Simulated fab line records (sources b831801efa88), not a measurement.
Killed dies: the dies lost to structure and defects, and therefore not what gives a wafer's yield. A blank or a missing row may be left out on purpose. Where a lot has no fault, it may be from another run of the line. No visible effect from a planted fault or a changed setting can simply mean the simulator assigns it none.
Chamber matching	flow sky130	SKY_FIELD_ISO_ETCH_17 on rie si-02: 4 sister chambers
The step etches Si in HBr/Cl2/O2, target depth 342 nm, time 97.7 s. 16 wafers are shown with their chamber, then 8 later ones without.

== WAFERS WITH THEIR CHAMBER ==
wafer	chamber	run length s (s)	throttle valve pct (%)	oes product au (a.u.)
L494.1	2	126.0	25.668	0.991
L494.5	1	126.0	25.648	0.998
L494.6	2	125.7	25.653	0.991
L495.3	3	126.0	25.653	1.010
L495.5	2	125.8	25.657	0.994
L495.6	3	126.1	25.667	1.005
L497.1	1	126.2	25.653	1.007
L497.2	2	125.7	25.647	1.002
L497.3	0	126.3	25.653	0.997
L498.1	0	126.3	25.657	0.994
L498.3	3	125.9	25.649	1.002
L498.4	3	126.0	25.652	0.998
L503.4	1	126.3	25.646	1.004
L503.5	1	125.9	25.638	0.994
L503.6	0	126.5	25.653	1.011
L513.2	3	126.3	25.668	0.998

SIGNATURES, as means of the wafers listed above
reading	chamber 0	chamber 1	chamber 2	chamber 3	scatter within a chamber
run length s	126.367	126.100	125.800	126.060	0.152
throttle valve pct	25.65433	25.64625	25.65625	25.65780	0.00756
oes product au	1.00067	1.00075	0.99450	1.00260	0.00613
Rule: for a wafer and a chamber, the distance is found by dividing, reading by reading, the gap between the wafer's reading and the chamber's mean by the reading's scatter, squaring, summing and taking the root. If the next closest chamber is less than 2 further off than the closest, the wafer can't be placed; otherwise it belongs to the closest. The scatter is the square root of a quotient: the sum, over the shown wafers, of each reading's squared deviation from its chamber's mean, divided by wafers minus chambers.

== WAFERS WHOSE CHAMBER IS MISSING ==
wafer	run length s (s)	throttle valve pct (%)	oes product au (a.u.)
L513.3	126.1	25.663	0.990
L513.6	125.7	25.666	0.984
L514.4	126.7	25.651	1.010
L514.5	126.1	25.646	1.002
L514.6	126.5	25.646	0.995
L515.1	126.1	25.666	0.988
L515.3	125.9	25.655	0.998
L515.5	125.9	25.658	0.988

== WHICH CHAMBER EACH WENT THROUGH ==
wafer	from the rows above	in truth
L513.3	can't be placed: 3 or 2 or 0 or 1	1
L513.6	can't be placed: 2 or 3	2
L514.4	can't be placed: 0 or 1 or 3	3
L514.5	can't be placed: 1 or 3 or 0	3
L514.6	can't be placed: 0 or 1 or 3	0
L515.1	can't be placed: 2 or 3 or 0 or 1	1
L515.3	can't be placed: 2 or 3 or 1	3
L515.5	can't be placed: 2 or 3 or 1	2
Placed correctly: 0 of 8. Cannot be placed on the basis of these rows: 8; the candidates contain the true chamber in 8. Number placed wrongly: 0.
